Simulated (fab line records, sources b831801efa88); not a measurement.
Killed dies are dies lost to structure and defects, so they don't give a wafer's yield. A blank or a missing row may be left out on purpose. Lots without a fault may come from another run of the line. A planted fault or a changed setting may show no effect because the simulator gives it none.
A struck lot beside a sound one | flow sky130 | 35 steps out of a route of 708
Sound: wafers L163.1, L163.3, L163.5. Struck: wafer L171.4. (L171.3, L171.5 of the same lot were not struck and are left out.) The cause comes at the end.
At each step with rows: each side's tool, then ch and its chambers, then its first start. Under that, the readings that differ: sound wafers | struck wafers | difference of the means | sigmas: that difference in standard deviations of wafers without a fault.
alike: readings whose means differ by less than 2 such deviations, and words and numbers that are the same on both sides. not compared: withheld readings, readings that some wafer has no value for, bounds like >300 that may hide the same value, and numbers for which the record gives no deviation and whose values overlap.
The two part at a step that has a row with sigmas, a row that says differs or no value, or rows on one side only. Numbers that don't overlap but have no deviation are shown without sigmas and don't part them. A reading that every wafer of one side lacks parts them only if that side has two wafers or more.

first, 10 steps without rows for these wafers: SKY_VIA1_DEHYDRATE_04 (time 60 s); SKY_VIA1_HMDS_05 (prime time 60 s); SKY_VIA1_COAT_06 (resist thk 60 nm); SKY_VIA1_COAT_07 (resist thk 450 nm); SKY_VIA1_SOFTBAKE_08 (time 90 s); SKY_VIA1_EXPOSE_09 (exposes mask VIM, target cd 150 nm); SKY_VIA1_PEB_10; SKY_VIA1_DEVELOP_11 (develop time 60 s); SKY_VIA1_ETCH_14 (etches BARC in N2/H2, stops on SiO2, time 45.9 s, target depth 60 nm); SKY_VIA1_ETCH_15 (etches SiO2 in C4F8/O2/Ar, stops on TiN, target depth 351 nm, time 54 s).
SKY_VIA1_STRIP_16: strips in O2/N2.
  sound on plasma_asher-01 ch 0,1, day 37 13:29; struck on plasma_asher-01 ch 0, day 39 20:38
  reading                      | sound             | struck | difference | sigmas
  oes_product_au (a.u.)        | 0.419 0.405 0.420 | 0.427  | +0.012     | +2
  strip_time_to_endpoint_s (s) | 4.466 4.457 4.490 | 4.434  | -0.037     | -2
  alike: drypump_motor_current_A, n2_flow_sccm
  not compared: rf_hours_counter_h
then, 23 steps without rows for these wafers: SKY_VIA1_STRIP_17 (strips in post etch residue remover, time 1200 s); SKY_VIA1_CLEAN_18 (cleans in IPA, time 180 s); SKY_VIA1_CLEAN_19 (cleans in O3/DIW); SKY_VIA1_SPUTTER_20 (material TiN, target thk 20 nm, time 80 s); SKY_VIA1_CVD_21 (deposits W, target thk 270 nm, time 80.902 s); SKY_VIA1_CMP_24 (polishes, stops on SiO2, t overpolish 15 s, target thk 0 nm); SKY_METAL2_SPUTTER_00 (material Ti, target thk 15 nm, time 10 s); SKY_METAL2_SPUTTER_01 (material TiN, target thk 20 nm, time 16.7 s); SKY_METAL2_SPUTTER_02 (material AlCu, target thk 250 nm, time 13.3 s); SKY_METAL2_SPUTTER_03 (material Ti, target thk 5 nm, time 3.3 s); SKY_METAL2_SPUTTER_04 (material TiN, target thk 70 nm, time 58.3 s); SKY_METAL2_DEHYDRATE_07 (time 60 s); SKY_METAL2_HMDS_08 (prime time 60 s); SKY_METAL2_COAT_09 (resist thk 60 nm); SKY_METAL2_COAT_10 (resist thk 450 nm); SKY_METAL2_SOFTBAKE_11 (time 90 s); SKY_METAL2_EXPOSE_12 (exposes mask MM2, target cd 140 nm); SKY_METAL2_PEB_13; SKY_METAL2_DEVELOP_14 (develop time 60 s); SKY_METAL2_DESCUM_17 (chemistry O2, time 8 s); SKY_METAL2_ETCH_18 (etches BARC in N2/H2, stops on SiO2, time 45.9 s, target depth 60 nm); SKY_METAL2_METAL_ETCH_19 (etches the open film in Cl2/BCl3, stops on SiO2, target depth 360 nm, time 78 s); SKY_METAL2_STRIP_20 (strips in O2/N2).
-- the record jumps here: 10 days lie between the struck wafers' starts before and after (it left off in module METAL2 and takes up again in module PAD_OPEN, whose first step shown is number 708 of the route) --
SKY_PAD_OPEN_PROBE_99:
  sound on prober-02, day 48 11:51; struck on prober-02, day 50 03:23
  reading                               | sound                | struck | difference | sigmas
  defect_limited_yield (%)              | 85.0 84.3 84.3       | 68.1   | -16.4      | -8
  killed_at_M0_to_M3                    | 31 41 37             | 114    | +78        | +11
  killed_dies                           | 74 77 77             | 157    | +81        | +8
  sort_bin_3_pad_short (%)              | 0.4 0.6 0.4          | 5.9    | +5.4       | +13
  sort_bin_5_function (%)               | 9.8 9.1 10.0         | 18.7   | +9.1       | +6
  sort_n_pass                           | 418 415 415          | 335    | -81        | -8
  sort_yield_pct (%)                    | 85.0 84.3 84.3       | 68.1   | -16.4      | -8
  model.etest.tester.sort_n_pass        | 418 415 415          | 335    | -81        |
  model.etest.tester.sort_yield_pct (%) | 84.96 84.35 84.35    | 68.09  | -16.46     |
  model.etest.tester.sort_bin_5_pct (%) | 9.756 9.146 9.959    | 18.7   | +9.1       |
  model.etest.tester.sort_bin_3_pct (%) | 0.4065 0.6098 0.4065 | 5.894  | +5.420     |
  alike: killed_at_M4_up, killed_at_contacts, killed_at_front_end, killed_at_other, killed_open, killed_short, sort_bin_6_memory

WHERE THEY PART
First at SKY_VIA1_STRIP_16; last, within this record, at SKY_PAD_OPEN_PROBE_99.

WHY: what the simulator had put in
Chamber particle source: plasma_asher-01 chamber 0, from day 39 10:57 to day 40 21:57, at SKY_VIA1_STRIP_16. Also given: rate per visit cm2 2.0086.
